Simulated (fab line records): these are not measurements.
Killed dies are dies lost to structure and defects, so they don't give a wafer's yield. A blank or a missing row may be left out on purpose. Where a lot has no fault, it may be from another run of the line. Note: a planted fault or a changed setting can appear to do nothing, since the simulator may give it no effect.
Split-lot study / flow gf180mcu / 5 lots, 23 wafers read, on a route of 602 steps

== ON THE SPLIT ==
At GF_SAB_ETCH_11 (etches SiO2 in C4F8/O2/Ar, target depth 55 nm, time 8.5 s), the setting timeS was moved away from the recipe's 8.5 s on 8 of the 23 wafers read, by -7.5% to +13.2%. All remaining wafers had this setting at the recipe value.

The split's own step is where the reading is taken.

== THE READING ==
SAB.featureDepthNm (the simulator's own value, which no gauge read), in nm, at GF_SAB_ETCH_11 (etches SiO2 in C4F8/O2/Ar, target depth 55 nm, time 8.5 s). The file does not state a usual value for it. Average 55.54 nm, standard deviation 0.53 nm, over the 15 wafers here run with the recipe.

wafer=L077.4; tool, chamber at the split=rieDiel-01, 1; timeS as run, s=8.5; against the recipe=recipe; SAB.featureDepthNm, nm=55.51; against lot-mates on the recipe=-
wafer=L077.5; tool, chamber at the split=rieDiel-01, 2; timeS as run, s=8.5; against the recipe=recipe; SAB.featureDepthNm, nm=54.56; against lot-mates on the recipe=-
wafer=L077.6; tool, chamber at the split=rieDiel-01, 1; timeS as run, s=8.5; against the recipe=recipe; SAB.featureDepthNm, nm=55.72; against lot-mates on the recipe=-
wafer=L081.1; tool, chamber at the split=rieDiel-01, 0; timeS as run, s=9.62; against the recipe=+13.2%; SAB.featureDepthNm, nm=62.19; against lot-mates on the recipe=+7.10
wafer=L081.2; tool, chamber at the split=rieDiel-01, 3; timeS as run, s=8.5; against the recipe=recipe; SAB.featureDepthNm, nm=54.97; against lot-mates on the recipe=-
wafer=L081.3; tool, chamber at the split=rieDiel-01, 1; timeS as run, s=9.62; against the recipe=+13.2%; SAB.featureDepthNm, nm=63.62; against lot-mates on the recipe=+8.53
wafer=L081.5; tool, chamber at the split=rieDiel-01, 0; timeS as run, s=8.5; against the recipe=recipe; SAB.featureDepthNm, nm=55.2; against lot-mates on the recipe=-
wafer=L081.6; tool, chamber at the split=rieDiel-01, 1; timeS as run, s=9.62; against the recipe=+13.2%; SAB.featureDepthNm, nm=63.09; against lot-mates on the recipe=+8.01
wafer=L080.1; tool, chamber at the split=rieDiel-01, 2; timeS as run, s=8.5; against the recipe=recipe; SAB.featureDepthNm, nm=55.91; against lot-mates on the recipe=-
wafer=L080.2; tool, chamber at the split=rieDiel-01, 0; timeS as run, s=7.864; against the recipe=-7.5%; SAB.featureDepthNm, nm=51.28; against lot-mates on the recipe=-4.78
wafer=L080.3; tool, chamber at the split=rieDiel-01, 3; timeS as run, s=8.5; against the recipe=recipe; SAB.featureDepthNm, nm=55.42; against lot-mates on the recipe=-
wafer=L080.4; tool, chamber at the split=rieDiel-01, 1; timeS as run, s=7.864; against the recipe=-7.5%; SAB.featureDepthNm, nm=52.34; against lot-mates on the recipe=-3.72
wafer=L080.6; tool, chamber at the split=rieDiel-01, 1; timeS as run, s=8.5; against the recipe=recipe; SAB.featureDepthNm, nm=56.86; against lot-mates on the recipe=-
wafer=L083.1; tool, chamber at the split=rieDiel-04, 2; timeS as run, s=8.5; against the recipe=recipe; SAB.featureDepthNm, nm=55.79; against lot-mates on the recipe=-
wafer=L083.2; tool, chamber at the split=rieDiel-04, 0; timeS as run, s=8.5; against the recipe=recipe; SAB.featureDepthNm, nm=56.07; against lot-mates on the recipe=-
wafer=L083.3; tool, chamber at the split=rieDiel-04, 1; timeS as run, s=9.253; against the recipe=+8.9%; SAB.featureDepthNm, nm=60.32; against lot-mates on the recipe=+4.39
wafer=L083.4; tool, chamber at the split=rieDiel-04, 0; timeS as run, s=9.253; against the recipe=+8.9%; SAB.featureDepthNm, nm=59.83; against lot-mates on the recipe=+3.90
wafer=L083.5; tool, chamber at the split=rieDiel-04, 2; timeS as run, s=9.253; against the recipe=+8.9%; SAB.featureDepthNm, nm=60.66; against lot-mates on the recipe=+4.73
wafer=L084.1; tool, chamber at the split=rieDiel-04, 0; timeS as run, s=8.5; against the recipe=recipe; SAB.featureDepthNm, nm=55.53; against lot-mates on the recipe=-
wafer=L084.2; tool, chamber at the split=rieDiel-04, 1; timeS as run, s=8.5; against the recipe=recipe; SAB.featureDepthNm, nm=55.4; against lot-mates on the recipe=-
wafer=L084.3; tool, chamber at the split=rieDiel-04, 2; timeS as run, s=8.5; against the recipe=recipe; SAB.featureDepthNm, nm=55.64; against lot-mates on the recipe=-
wafer=L084.4; tool, chamber at the split=rieDiel-04, 2; timeS as run, s=8.5; against the recipe=recipe; SAB.featureDepthNm, nm=55.63; against lot-mates on the recipe=-
wafer=L084.5; tool, chamber at the split=rieDiel-04, 1; timeS as run, s=8.5; against the recipe=recipe; SAB.featureDepthNm, nm=54.85; against lot-mates on the recipe=-

THE FIT
A straight line over all 23 wafers: SAB.featureDepthNm changes by +0.544 nm for each +1% of timeS; r = +0.99; the points scatter about the line by 0.56 nm.
The same after taking each lot's own level away (the mean of its wafers on the recipe; 23 wafers): +0.567 nm for each +1%; r = +0.99; scatter 0.54 nm.
According to that fit, moving timeS by its largest amount changes the reading by 7.5 nm.
The span of the lots' own levels, 55.085 to 56.063 nm, comes to 1.9 times the standard deviation stated above.
Consequently the slope shifts little with the lot-to-lot level, the two slopes agreeing.
Check: for one of the wafers moved furthest among these (+13.2%), held out of the fit, the line's prediction against its lot-mates is +7.52 nm. Against them it came out at +7.1 nm.

== OTHER SPLITS ON THESE WAFERS ==
Other splits were also applied to these wafers ahead of the reading. Each is held against what the fit with the lots' levels taken away leaves over:
other split on the same wafers=GF_PSD_DEVELOP_06 developTimeS; wafers away from the commonest value=6; r with SAB.featureDepthNm (lot level and that fit taken away)=-0.32

== THE WHOLE CHAIN: every reading that the file lists as answering this split, in the file's order ==
step=GF_SAB_ETCH_11; what it does=etches SiO2 in C4F8/O2/Ar, target depth 55 nm, time 8.5 s; reading=etch.depthNm (the simulator's own value, which no gauge read); change (the file's fit)=+0.585 nm for each +1% of the setting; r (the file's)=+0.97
step=GF_SAB_ETCH_11; what it does=etches SiO2 in C4F8/O2/Ar, target depth 55 nm, time 8.5 s; reading=SAB.featureDepthNm (the simulator's own value, which no gauge read); change (the file's fit)=+0.565 nm for each +1% of the setting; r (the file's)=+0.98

== FILE'S OWN FIT ==
SAB.featureDepthNm changes by +0.565 nm for each +1% of timeS, r = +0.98.
